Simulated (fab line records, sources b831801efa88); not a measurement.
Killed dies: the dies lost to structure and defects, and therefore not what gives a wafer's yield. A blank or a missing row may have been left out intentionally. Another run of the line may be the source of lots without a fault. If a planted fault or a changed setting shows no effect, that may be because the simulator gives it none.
Which tool was responsible? -- flow sky130 -- 39 wafers from 13 lots sampled at 4 of the route's 708 steps

WHAT EACH GAUGE READ, for each wafer
SKY_NWELL_RS_MEAS_29: measurement is done with a four-point probe.
lot,measured,on,NWELL_RS (ohm/sq)
L749,day 5 17:34,film_metro-04,620.3 621.0 618.6
L750,day 6 06:13,film_metro-02,619.3 621.3 619.5
L752,day 6 10:03,film_metro-01,601.4 600.5 601.3 601.5 599.8 602.0
L751,day 6 10:23,film_metro-04,619.3 620.1 621.2
L753,day 6 21:25,film_metro-02,604.3 604.8 604.8 603.2 605.0 605.0
L763,day 9 03:21,film_metro-04,602.2 601.0 599.7 600.5 599.4 598.9
L764,day 9 06:51,film_metro-02,623.7 624.8 623.5
L765,day 9 14:52,film_metro-01,619.9 620.8 619.7
L766,day 9 19:14,film_metro-01,619.2 619.1 618.3
L767,day 10 00:07,film_metro-02,623.4 624.8 622.9
L768,day 10 08:55,film_metro-02,623.4 622.5 623.0
L770,day 10 21:35,film_metro-02,621.4 622.1 622.2
L771,day 11 10:37,film_metro-02,621.8 623.8 621.2

SKY_LDD_HVN_OVL_MEAS_07.
lot,measured,on,LDD_HVN_OVL (nm)
L749,day 20 16:26,overlay-02,-3.0 -2.1 -0.9
L750,day 21 15:04,overlay-02,-2.7 -3.8 -2.4
L752,day 21 15:59,overlay-01,0.2 -0.1 -0.5
L751,day 21 23:08,overlay-02,-1.5 -2.3 -1.4
L753,day 22 16:40,overlay-02,0.0 -2.0 0.0
L763,day 26 07:40,overlay-02,-2.3 -4.1 -4.5
L764,day 26 06:25,overlay-01,-0.8 0.8 -0.8
L765,day 26 10:26,overlay-02,-1.7 -2.3 -0.9
L766,day 26 14:22,overlay-01,-0.9 -1.6 -2.2
L767,day 27 02:32,overlay-01,-0.4 -2.2 -1.1
L768,day 27 14:32,overlay-02,-2.0 -0.7 -0.4
L770,day 28 00:47,overlay-01,-0.6 -0.8 0.1
L771,day 28 16:10,overlay-02,-0.4 -0.9 -0.3

SKY_LI_CONTACT_OVL_MEAS_13.
lot,measured,on,LI_CONTACT_OVL (nm)
L749,day 29 12:37,overlay-01,-4 -1 -12
L750,day 30 09:04,overlay-02,-2 0 8
L752,day 30 11:28,overlay-01,7 -8 0
L751,day 30 16:51,overlay-02,-3 4 -5
L753,day 31 10:42,overlay-02,-9 -4 -4
L763,day 34 16:32,overlay-02,11 8 3
L764,day 34 15:26,overlay-02,-9 2 -13
L765,day 34 17:29,overlay-02,0 -1 1
L766,day 34 20:27,overlay-01,-1 1 -1
L767,day 35 09:44,overlay-02,-12 -15 -4
L768,day 35 20:04,overlay-01,10 1 9
L770,day 36 06:13,overlay-01,0 -1 5
L771,day 36 20:22,overlay-01,0 0 2

WHICH TOOL RAN EACH LOT (tool, then ch and the chambers of the sampled wafers, then the start)
lot,SKY_NWELL_IMPLANT_13
L749,"implanter-01 ch 0, day 4 22:30"
L750,"implanter-03 ch 0, day 5 12:13"
L752,"implanter-03 ch 0, day 5 15:27"
L751,"implanter-01 ch 0, day 5 15:45"
L753,"implanter-01 ch 0, day 6 02:37"
L763,"implanter-01 ch 0, day 8 06:41"
L764,"implanter-01 ch 0, day 8 09:14"
L765,"implanter-01 ch 0, day 8 16:58"
L766,"implanter-02 ch 0, day 8 20:59"
L767,"implanter-01 ch 0, day 9 01:32"
L768,"implanter-01 ch 0, day 9 10:36"
L770,"implanter-01 ch 0, day 9 22:36"
L771,"implanter-01 ch 0, day 10 11:17"
- SKY_NWELL_IMPLANT_13

AS READ BY THE TOOLS THEMSELVES (means over the sampled wafers that have a number; for cases with no such wafer, the mark the record gives instead)
The record holds no such reading with a usual standard deviation.

THE ANSWER, worked out from the rows above alone
Rule: the lots themselves supply what counts as usual. The widest of any qualifying gaps counts: lots, ordered by their means at a reading, are off when they make up no more than a third of the lots, leave a main group of 4 or more, and stand apart from it by 3 or more times the standard deviation of that group's means. A main group is skipped when, at the precision printed for the reading in the tables above, its means are all equal. Also off: a lot with no number at a reading for which 4 or more lots have one. The other lots that the step has rows for count as sound. The gauges are gone through in route order, then the tools' own readings, and for those a lot's mean is taken as printed above. The first step at which some lot is off is used, and at that step the reading that is off furthest; a lot without a number counts as furthest.
Off: L752, L753, L763, seen at SKY_NWELL_RS_MEAS_29 (NWELL_RS). For the main group the mean is 621.4 ohm/sq and the standard deviation 1.7.
If a tool, at a process step before that reading, ran all the lots that are off and no sound lot after the first of them, it fits. Gauges at SKY_NWELL_RS_MEAS_29: tried the same way as those tools. Not one of the candidates tried fits.

WHAT THE SIMULATOR HAD PUT IN
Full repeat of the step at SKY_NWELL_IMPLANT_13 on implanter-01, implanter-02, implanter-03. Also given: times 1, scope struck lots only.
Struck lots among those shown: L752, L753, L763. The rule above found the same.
